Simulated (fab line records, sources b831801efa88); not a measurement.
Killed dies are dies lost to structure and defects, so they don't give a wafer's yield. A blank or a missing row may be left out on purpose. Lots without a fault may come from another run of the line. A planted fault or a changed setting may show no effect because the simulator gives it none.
fab line records | flow sky130
record lots=6 wafers=18 last_day=50
route steps=708 shown VIA4@645
lots that met no fault: from a run of the same line without faults
start_h: hours from the record's first day to the start of the lot's first wafer shown | wait_h: hours since the lot's step before | " the same as in the row above | L1.1+2: a row that stands for several wafers | - no value, or no start given | * or withheld: withheld | < > ~ a bound
route shown NAME@n: a module of which the file shows steps, and the number in the route of the first | usual: mean/standard deviation of fault-free wafers | same: alike in all rows | chamber/n: place in a boat | sites: the reading at each site | _std_site: their standard deviation | _edge_site: outer sites' mean less inner sites' | radius_mm: how far each site lies from the wafer's centre | mask NAME#n: copy n | behind: the tool/chamber that last shaped the wafer | hold: why the lot was held/for how many hours/how that ended | device: the transistor (n, p or np) that didn't switch | end of line: the same wafers' tests at the end of the route | a step without rows: its recipe alone | killed: dies lost to structure and defects at the first sort, not the wafer's yield | map: a wafer's dies, x killed, . not, _ none there
set.NAME: the setting as run; set.NAME@STEP: as run at that earlier step | model.NAME: the simulator's own value behind a step, which no gauge read
lots at some steps of the route; a table a step, a row a wafer
services: from which hour (start_h, from the record's first day; less than 0 if before it) a tool's chamber was out of use, for how many hours, and why
## steps
# step SKY_VIA4_COAT_06
# recipe resist=NOVOLAK spin_rpm=3000 resist_thk_nm=1140
# step SKY_VIA4_SOFTBAKE_07
# recipe temp_c=90 time_s=60 resist=NOVOLAK
# step SKY_VIA4_EXPOSE_08
# recipe mask_id=VIM4 na=0.6 source_shape=conventional sigma_outer=0.6 polarization=unpolarized target_cd_nm=800 dose_mj=132
# step SKY_VIA4_PEB_09
# recipe temp_c=withheld time_s=* resist=NOVOLAK
# step SKY_VIA4_DEVELOP_10
# recipe resist=NOVOLAK developer=TMAH develop_time_s=60 dev_temp_c=23
# step SKY_VIA4_OVL_MEAS_11
# usual VIA4_OVL=0.3/1.2
# columns lot.wafer tool chamber start_h wait_h VIA4_OVL[nm]
L492.3 overlay-02 - 1043.45 0.1 -1.5
L492.5 " - " " -0.2
L492.6 " - " " 1.9
L495.1 overlay-02 - 1059.64 0.1 -0.3
L495.3 " - " " -0.1
L495.5 " - " " -0.8
L502.2 overlay-02 - 1110.31 0.1 -0.2
L502.3 " - " " 1.0
L502.6 " - " " -0.1
L498.3 overlay-02 - 1114.05 0.1 2.4
L498.4 " - " " 1.2
L498.6 " - " " -0.3
L504.4 overlay-01 - 1126.28 0.1 -0.9
L504.5 " - " " -0.8
L504.6 " - " " -0.1
L509.1 overlay-01 - 1145.91 0.1 3.0
L509.2 " - " " 0.9
L509.3 " - " " -0.1
# step SKY_VIA4_ETCH_12
# recipe target=SiO2 chemistry=C4F8/O2/Ar stop_on=TiN mask_material=NOVOLAK source_w=1500 bias_w=1200 pressure_mtorr=40 c4f8_flow_sccm=withheld O2_flow_sccm=6 Ar_flow_sccm=300 time_s=withheld target_depth_a=5800
# usual oes_product_au=0.925/0.0047
# columns lot.wafer tool chamber start_h wait_h oes_product_au
L492.3 rie_diel-01 1 1043.47 0.0 0.931
L492.5 " 3 " " 0.926
L492.6 " 2 " " 0.925
L495.1 rie_diel-04 1 1059.67 0.0 0.931
L495.3 " 3 " " 0.926
L495.5 " 1 " " 0.922
L502.2 rie_diel-04 1 1110.34 0.0 0.927
L502.3 " 0 " " 0.924
L502.6 " 2 " " 0.920
L498.3 rie_diel-01 3 1114.08 0.0 0.928
L498.4 " 1 " " 0.928
L498.6 " 3 " " 0.931
L504.4 rie_diel-04 0 1126.29 0.0 0.926
L504.5 " 3 " " 0.930
L504.6 " 2 " " 0.926
L509.1 rie_diel-04 1 1145.94 0.0 0.927
L509.2 " 2 " " 0.922
L509.3 " 3 " " 0.922
# step SKY_VIA4_STRIP_13
# recipe chemistry=O2/N2 power_w=1400 pressure_mtorr=1500 platen_temp_c=withheld o2_flow_sccm=3000 n2_flow_sccm=300 overash_fraction=0.5
# usual drypump_motor_current_A=6.0/0.49 oes_product_au=0.710/0.0042 strip_time_to_endpoint_s=12.81/0.033
# columns lot.wafer tool chamber start_h wait_h drypump_motor_current_A oes_product_au rf_hours_counter_h strip_time_to_endpoint_s
L492.3 plasma_asher-04 1 1043.58 - 6.8 0.706 - 12.82
L492.5 " 1 " " 6.7 0.708 - 12.83
L492.6 " 0 " " 5.2 0.709 - 12.82
L495.1 plasma_asher-03 0 1059.74 - 5.6 0.715 65 12.85
L495.3 " 0 " " 5.6 0.702 - 12.85
L495.5 " 1 " " 6.3 0.711 - 12.89
L502.2 plasma_asher-02 0 1110.42 - 5.9 0.703 5 12.78
L502.3 " 1 " " 6.2 0.712 - 12.79
L502.6 " 1 " " 6.2 0.703 - 12.76
L498.3 plasma_asher-03 0 1114.18 - 5.6 0.713 - 12.82
L498.4 " 1 " " 6.3 0.712 - 12.79
L498.6 " 0 " " 5.7 0.713 - 12.76
L504.4 plasma_asher-03 0 1126.40 - 5.6 0.711 - 12.86
L504.5 " 1 " " 6.3 0.711 - 12.80
L504.6 " 0 " " 5.6 0.706 - 12.82
L509.1 plasma_asher-02 0 1146.02 - 5.9 0.717 8 12.83
L509.2 " 1 " " 6.2 0.715 8 12.85
L509.3 " 0 " " 5.9 0.711 - 12.86
# step SKY_VIA4_STRIP_14
# recipe chemistry=post_etch_residue_remover time_s=1200 temp_c=72.5
# step SKY_VIA4_CLEAN_15
# recipe chemistry=IPA time_s=180 temp_c=25
# step SKY_VIA4_CLEAN_16
# recipe chemistry=O3/DIW dry=n2_spin
# step SKY_VIA4_SPUTTER_17
# recipe material=TiN target_thk_nm=20 chamber_pressure_pa=5 power_w=4000 time_s=80
# usual throttle_valve_pct=29.9/0.84
# columns lot.wafer tool chamber start_h wait_h throttle_valve_pct
L492.3 pvd_sputter-02 - 1044.18 0.0 29.0
L492.5 " - " " 29.1
L492.6 " - " " 29.5
L495.1 pvd_sputter-02 - 1060.38 0.0 29.3
L495.3 " - " " 29.0
L495.5 " - " " 29.2
L502.2 pvd_sputter-03 - 1111.10 0.0 31.2
L502.3 " - " " 28.7
L502.6 " - " " 30.0
L498.3 pvd_sputter-04 - 1114.74 0.0 29.1
L498.4 " - " " 29.1
L498.6 " - " " 31.4
L504.4 pvd_sputter-03 - 1127.27 0.0 31.2
L504.5 " - " " 28.6
L504.6 " - " " 29.9
L509.1 pvd_sputter-02 - 1146.65 0.0 29.3
L509.2 " - " " 29.0
L509.3 " - " " 30.4
# step SKY_VIA4_CVD_18
# recipe material=W target_thk_nm=505 time_s=152.14 temp_c=400 pressure_torr=40
# usual heater_power_w=897/93 susceptor_temp_C=399.97/0.2
# columns lot.wafer tool chamber start_h wait_h heater_power_w susceptor_temp_C model.W_of_VIA4_CVD_18.thk_nm
L492.3 cvd_w-01 0 1044.29 0.1 758 399.54 502.4
L492.5 " 1 " " 860 400.00 504.8
L492.6 " 0 " " 788 399.73 507.2
L495.1 cvd_w-01 1 1060.44 0.0 879 399.88 504
L495.3 " 1 " " 857 399.77 505
L495.5 " 0 " " 747 399.75 497.5
L502.2 cvd_w-01 0 1111.16 0.0 738 396.90 484.1
L502.3 " 1 " " 845 397.44 486.2
L502.6 " 1 " " 852 397.37 483.1
L498.3 cvd_w-01 0 1114.85 0.1 751 397.47 487.5
L498.4 " 1 " " 877 397.61 479.4
L498.6 " 0 " " 759 397.59 478.4
L504.4 cvd_w-02 0 1127.35 0.1 1034 399.94 504.3
L504.5 " 1 " " 876 399.81 520.8
L504.6 " 0 " " 1045 399.79 504.9
L509.1 cvd_w-02 0 1146.71 0.0 1023 399.91 504.5
L509.2 " 1 " " 910 399.82 515.1
L509.3 " 0 " " 1050 400.03 499.1
# step SKY_VIA4_RS_MEAS_19
# recipe thk_meas_gauge=four-point-probe reads=W_of_VIA4_CVD_18+TiN_of_VIA4_SPUTTER_17
# usual VIA4_W_RS=0.224/0.0036
# columns lot.wafer tool chamber start_h wait_h VIA4_W_RS[ohm/sq]
L492.3 film_metro-02 - 1044.43 0.1 0.228
L492.5 " - " " 0.227
L492.6 " - " " 0.226
L495.1 film_metro-03 - 1060.59 0.1 0.226
L495.3 " - " " 0.226
L495.5 " - " " 0.229
L502.2 film_metro-02 - 1111.33 0.1 0.236
L502.3 " - " " 0.235
L502.6 " - " " 0.237
L498.3 film_metro-04 - 1114.99 0.1 0.235
L498.4 " - " " 0.239
L498.6 " - " " 0.239
L504.4 film_metro-04 - 1127.51 0.1 0.227
L504.5 " - " " 0.220
L504.6 " - " " 0.227
L509.1 film_metro-03 - 1146.87 0.1 0.227
L509.2 " - " " 0.222
L509.3 " - " " 0.229
# step SKY_VIA4_THK_MEAS_20
# recipe thk_meas_gauge=xrf reads=W_of_VIA4_CVD_18
# usual VIA4_W_THK=517/9.1
# columns lot.wafer tool chamber start_h wait_h VIA4_W_THK[nm]
L492.3 film_metro-02 - 1044.53 0.1 510
L492.5 " - " " 515
L492.6 " - " " 515
L495.1 film_metro-03 - 1060.71 0.1 513
L495.3 " - " " 513
L495.5 " - " " 506
L502.2 film_metro-02 - 1111.44 0.1 488
L502.3 " - " " 489
L502.6 " - " " 486
L498.3 film_metro-04 - 1115.09 0.1 495
L498.4 " - " " 488
L498.6 " - " " 483
L504.4 film_metro-04 - 1127.60 0.1 512
L504.5 " - " " 527
L504.6 " - " " 514
L509.1 film_metro-03 - 1146.99 0.1 516
L509.2 " - " " 524
L509.3 " - " " 507
# step SKY_VIA4_CMP_21
# recipe stop_on=SiO2 t_overpolish_s=25 down_force_psi=3.5 platen_rpm=60 target_thk_nm=0 pad_velocity_m_s=0.94248
# usual motor_current_A=11.9/1 overpolish_run_s=25.000/0.0085 platen_rpm=59.99/0.043 time_to_endpoint_s=124/5.7
# columns lot.wafer tool chamber start_h wait_h motor_current_A overpolish_run_s platen_rpm time_to_endpoint_s
L492.3 cmp-01 3 1044.67 0.1 10.1 25.008 60.00 128
L492.6 " 2 " " 12.0 24.991 60.07 130
L492.5 " 3 " " 10.2 24.988 60.00 126
L495.3 cmp-01 2 1060.82 0.1 12.6 24.996 60.00 129
L495.1 " 3 " " 10.6 25.012 59.99 127
L495.5 " 2 " " 12.1 25.005 60.05 127
L502.3 cmp-01 3 1111.54 0.1 10.8 24.985 60.00 122
L502.2 " 1 " " 12.5 24.993 60.04 121
L502.6 " 2 " " 12.0 24.998 60.00 123
L498.4 cmp-02 1 1115.13 0.0 11.6 25.010 59.96 115
L498.3 " 2 " " 10.2 25.005 59.87 123
L498.6 " 2 " " 10.7 25.013 59.91 120
L504.4 cmp-01 3 1127.88 0.3 10.6 25.005 60.00 128
L504.6 " 1 " " 12.7 24.997 60.00 127
L504.5 " 2 " " 11.7 25.014 60.07 136
L509.3 cmp-02 3 1147.05 0.0 11.1 25.002 59.93 116
L509.1 " 1 " " 11.5 24.985 60.03 121
L509.2 " 2 " " 10.3 25.000 59.99 129
## services
# columns tool chamber start_h hours kind
rie_diel-01 2 1024.71 7.2 repair
pvd_sputter-04 - 1027.12 3.1 repair
rie_diel-04 - 1028.51 0.6 repair
pvd_sputter-03 - 1030.25 5.6 repair
plasma_asher-02 - 1033.42 2.4 repair
plasma_asher-02 - 1034.49 0.6 repair
cvd_w-02 0 1037.36 3.0 repair
cvd_w-02 0 1050.39 8.0 repair
plasma_asher-02 - 1055.25 9.0 pm
plasma_asher-02 - 1057.98 2.5 repair
pvd_sputter-03 - 1060.27 0.8 repair
rie_diel-04 - 1063.35 0.6 repair
plasma_asher-04 - 1071.51 1.7 repair
pvd_sputter-04 - 1073.60 4.8 repair
plasma_asher-04 - 1076.18 2.8 pm
cmp-02 - 1078.35 0.5 repair
cmp-01 - 1084.00 4.0 pm
pvd_sputter-04 - 1086.52 1.7 repair
cmp-02 - 1087.35 1.9 repair
pvd_sputter-04 - 1094.89 2.0 repair
plasma_asher-04 - 1098.00 0.7 repair
cvd_w-02 0 1133.34 4.3 repair
cmp-02 - 1140.09 3.6 repair
pvd_sputter-03 - 1143.24 0.5 repair
## key
first_sign step=SKY_VIA4_CVD_18 reading=susceptor_temp_C direction=down sigmas=13 usual=* struck=*
effect step=SKY_VIA4_RS_MEAS_19 reading=VIA4_W_RS direction=up sigmas=3.5 usual=0.224 struck=0.237
effect step=SKY_VIA4_THK_MEAS_20 reading=VIA4_W_THK direction=down sigmas=3.2 usual=517 struck=488
model_effect step=SKY_VIA4_CVD_18 value=W_of_VIA4_CVD_18.thk_nm without=506.2 struck=483.1
met_at SKY_VIA4_CVD_18
struck_wafers L498.3,L498.4,L498.6,L502.2,L502.3,L502.6
onset_between 1060.44 1111.16
fault kind=process_parameter_drift tool=cvd_w-01 chamber=- onset_h=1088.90 steps=SKY_VIA4_CVD_18 channel=temp_c offset=* shape=step end_h=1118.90 acts_in=* stated=*
